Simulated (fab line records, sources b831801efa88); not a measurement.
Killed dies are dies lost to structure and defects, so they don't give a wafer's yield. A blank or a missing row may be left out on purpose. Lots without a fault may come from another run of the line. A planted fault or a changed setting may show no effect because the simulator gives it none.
One fault seen from 2 desks | flow sfq_line | each desk has only its own numbers; what lay behind them comes last

THE METROLOGY DESK
What the gauges read, lot by lot, whatever tool the lot ran on: means of the sampled wafers that have a number. A lot is out of limits, marked OUT, if its mean lies more than 4 standard deviations from the usual mean; the brackets give that distance.
Columns: A = L0_MONX_KI_RS at SFQ_L0_RS_MEAS_901, usual 43.4 ohm/sq; B = L0_MONX_KI_THK at SFQ_L0_THK_MEAS_902, usual 39.7 nm
lot  | first seen here | A              | B
L253 | day 1 17:35     | 43.1           | 40.1
L254 | day 1 22:34     | 43.7           | 39.2
L255 | day 2 03:34     | 43.6           | 39.3
L256 | day 2 08:34     | 43.8           | 39.5
L257 | day 2 13:34     | 43.5           | 39.6
L258 | day 2 18:34     | 43.0           | 39.8
L259 | day 2 23:34     | 43.7           | 39.5
L261 | day 3 09:37     | 42.6           | 40.5
L262 | day 3 14:34     | 43.5           | 39.5
L263 | day 3 19:35     | 44.0           | 39.0
L264 | day 4 00:34     | 43.8           | 39.2
L265 | day 4 05:34     | 42.6           | 40.3
L266 | day 4 10:34     | 51.4 (+16) OUT | 35.1 (-9.7) OUT
L270 | day 5 06:37     | 51.2 (+16) OUT | 35.4 (-8.9) OUT
L271 | day 5 11:34     | 55.5 (+25) OUT | 32.9 (-14) OUT
This desk's finding: out of limits on L266, L270, L271; first on L266, day 4 10:34 (L0_MONX_KI_RS at SFQ_L0_RS_MEAS_901). In limits: L253, L254, L255, L256, L257, L258, L259, L261, L262, L263, L264, L265.

THE TOOL OWNER'S DESK: pvd_sputter-03
The tool's own readings at SFQ_TRILAYER_L0_DEP_SPUTTER_003 (material MoNx KI, target thk 40 nm, time 100 s): means of the sampled wafers that have a number, for each lot that ran on this tool. A lot is out of limits, marked OUT, if its mean lies more than 4 standard deviations from the usual mean; the brackets give that distance.
Columns: A = throttle_valve_pct at SFQ_TRILAYER_L0_DEP_SPUTTER_003, usual 30.1 %
lot  | first seen here | A
L256 | day 2 08:29     | 30.2
L258 | day 2 18:29     | 29.6
L263 | day 3 19:29     | 30.7
L264 | day 4 00:29     | 29.7
L266 | day 4 10:29     | 29.4
L270 | day 5 06:29     | 29.0
L271 | day 5 11:29     | 30.5
This desk's finding: nothing out of limits on any of the 7 lots.

PUT TOGETHER
The metrology desk could have raised an alarm at day 4 10:34, on L266, L270, L271.
The tool owner's desk saw nothing out of limits.
The tool owner's desk has L266, L270, L271 on record, within its limits.
Of the lots named, all ran SFQ_TRILAYER_L0_DEP_SPUTTER_003 on pvd_sputter-03.

WHAT THE SIMULATOR HAD PUT IN
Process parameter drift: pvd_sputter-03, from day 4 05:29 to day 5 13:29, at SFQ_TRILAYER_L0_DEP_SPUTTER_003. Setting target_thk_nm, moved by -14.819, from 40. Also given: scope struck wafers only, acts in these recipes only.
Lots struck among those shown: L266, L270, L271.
Hours from the fault's start to each desk's first reading out of limits: the metrology desk, 5.
